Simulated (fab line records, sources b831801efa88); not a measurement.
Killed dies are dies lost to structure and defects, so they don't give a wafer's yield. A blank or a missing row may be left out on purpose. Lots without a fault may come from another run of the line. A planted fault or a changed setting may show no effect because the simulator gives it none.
One fault seen from 2 desks | flow sky130 | each desk has only its own numbers; what lay behind them comes last

THE TOOL OWNER'S DESK: cvd_w-01
The tool's own readings at SKY_LI_CONTACT_CVD_21 (deposits W, target thk 400 nm, time 120.56 s): means of the sampled wafers that have a number, for each lot that ran on this tool. A lot is out of limits, marked OUT, if its mean lies more than 4 standard deviations from the usual mean; the brackets give that distance.
Columns: A = heater_power_w at SKY_LI_CONTACT_CVD_21, usual 835 W
lot  | first seen here | A
L242 | day 29 14:40    | 895
L243 | day 30 00:41    | 880
L244 | day 30 12:07    | 872
L253 | day 33 09:29    | 892
L254 | day 33 16:50    | 898
L264 | day 36 17:51    | 886
L262 | day 36 18:51    | 932
This desk's finding: nothing out of limits on any of the 7 lots.

THE METROLOGY DESK
What the gauges read, lot by lot, whatever tool the lot ran on: means of the sampled wafers that have a number. A lot is out of limits, marked OUT, if its mean lies more than 4 standard deviations from the usual mean; the brackets give that distance.
Columns: A = VIA4_HDPCVD_THK at SKY_VIA4_THK_MEAS_01, usual 1750 nm
lot  | first seen here | A
L241 | day 42 01:30    | 1745
L242 | day 42 08:29    | 1743
L243 | day 42 13:36    | 1749
L245 | day 42 22:20    | 1748
L244 | day 43 02:57    | 1751
L253 | day 45 11:40    | 1746
L254 | day 45 13:49    | 1764
L256 | day 46 09:13    | 1739
L258 | day 46 15:59    | 1734
L261 | day 47 16:13    | 1742
L262 | day 48 01:46    | 1750
L264 | day 48 02:08    | 1744
L263 | day 48 06:21    | 1769
This desk's finding: nothing out of limits on any of the 13 lots.

PUT TOGETHER
The tool owner's desk saw nothing out of limits.
The metrology desk saw nothing out of limits.

WHAT THE SIMULATOR HAD PUT IN
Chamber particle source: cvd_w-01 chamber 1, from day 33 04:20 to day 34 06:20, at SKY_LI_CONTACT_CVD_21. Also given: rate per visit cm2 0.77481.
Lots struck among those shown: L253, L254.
